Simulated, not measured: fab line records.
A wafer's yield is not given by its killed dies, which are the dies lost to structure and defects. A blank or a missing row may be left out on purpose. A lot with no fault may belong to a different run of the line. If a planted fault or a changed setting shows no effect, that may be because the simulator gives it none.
2 desks, one fault	flow sky130	only its own numbers are on each desk; what lay behind them is given at the end

== METROLOGY DESK ==
Lot by lot, what the gauges showed, no matter which tool ran the lot: averages of those sampled wafers that carry a number. Marked OUT: a lot whose mean sits more than 4 standard deviations from the usual mean, which makes it out of limits; the brackets give that distance.
Columns: A = VIA3_HDPCVD_THK at SKY_VIA3_THK_MEAS_01, usual 1639 nm; B = VIA4_W_RS at SKY_VIA4_RS_MEAS_19, usual 0.2269 ohm/sq
lot	first seen here	A	B
L998	day 38 14:03	1629	0.2278
L100	day 39 05:52	1648	0.2262
L101	day 39 15:02	1629	0.2269
L104	day 40 15:56	1655	0.2239
L108	day 41 16:14	1644	0.2230
L109	day 41 22:41	1646	0.2229
L110	day 42 06:00	1649	0.2311
L111	day 42 18:48	1632	0.2321
L112	day 43 16:08	1612	0.2273
L120	day 45 14:50	1631	0.2256
L121	day 45 19:31	1620	0.2284
Finding of this desk: none of the 11 lots has anything out of limits.

== AT THE TOOL OWNER'S DESK: cvdW-02 ==
The tool's own readings at SKY_VIA4_CVD_18 (deposits W, target thk 505 nm, time 152.14 s): means of the sampled wafers that have a number, for each lot that ran on this tool. Marked OUT: a lot whose mean sits more than 4 standard deviations from the usual mean, which makes it out of limits; the brackets give that distance.
Columns: A = chamberPressureTorr at SKY_VIA4_CVD_18, usual 40.00 Torr; B = heaterPowerW at SKY_VIA4_CVD_18, usual 811 W; C = susceptorTempC at SKY_VIA4_CVD_18, usual 400.02 C
lot	first seen here	A	B	C
L998	day 42 20:45	39.98	771	399.91
L101	day 43 19:07	40.13	774	400.02
L104	day 44 19:21	40.06	777	400.24
L108	day 45 15:29	39.96	771	400.08
L109	day 45 21:05	39.89	779	399.96
L110	day 46 01:44	38.59 (-16) OUT	761	399.76
L111	day 46 15:47	38.64 (-15) OUT	772	400.04
L120	day 49 00:41	39.99	775	399.91
L121	day 49 06:15	40.02	772	399.97
This desk finds L110, L111 out of limits, L110 being first, at day 46 01:44 (chamberPressureTorr at SKY_VIA4_CVD_18). In limits: L998, L101, L104, L108, L109, L120, L121.

== TAKEN TOGETHER ==
At day 46 01:44, on L110, L111, the tool owner's desk was in a position to raise an alarm.
The metrology desk saw nothing out of limits.
The metrology desk has L110, L111 on record, within its limits.
The lots listed all ran SKY_VIA4_CVD_18 on cvdW-02.

== WHAT THE SIMULATOR HAD INSERTED ==
cvdW-02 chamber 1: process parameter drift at SKY_VIA4_CVD_18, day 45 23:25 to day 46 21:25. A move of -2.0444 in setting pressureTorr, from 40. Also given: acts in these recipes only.
Lots struck among those shown: L110, L111.
How many hours passed from the start of the fault until each desk's first out-of-limits reading: the tool owner's desk, 2.
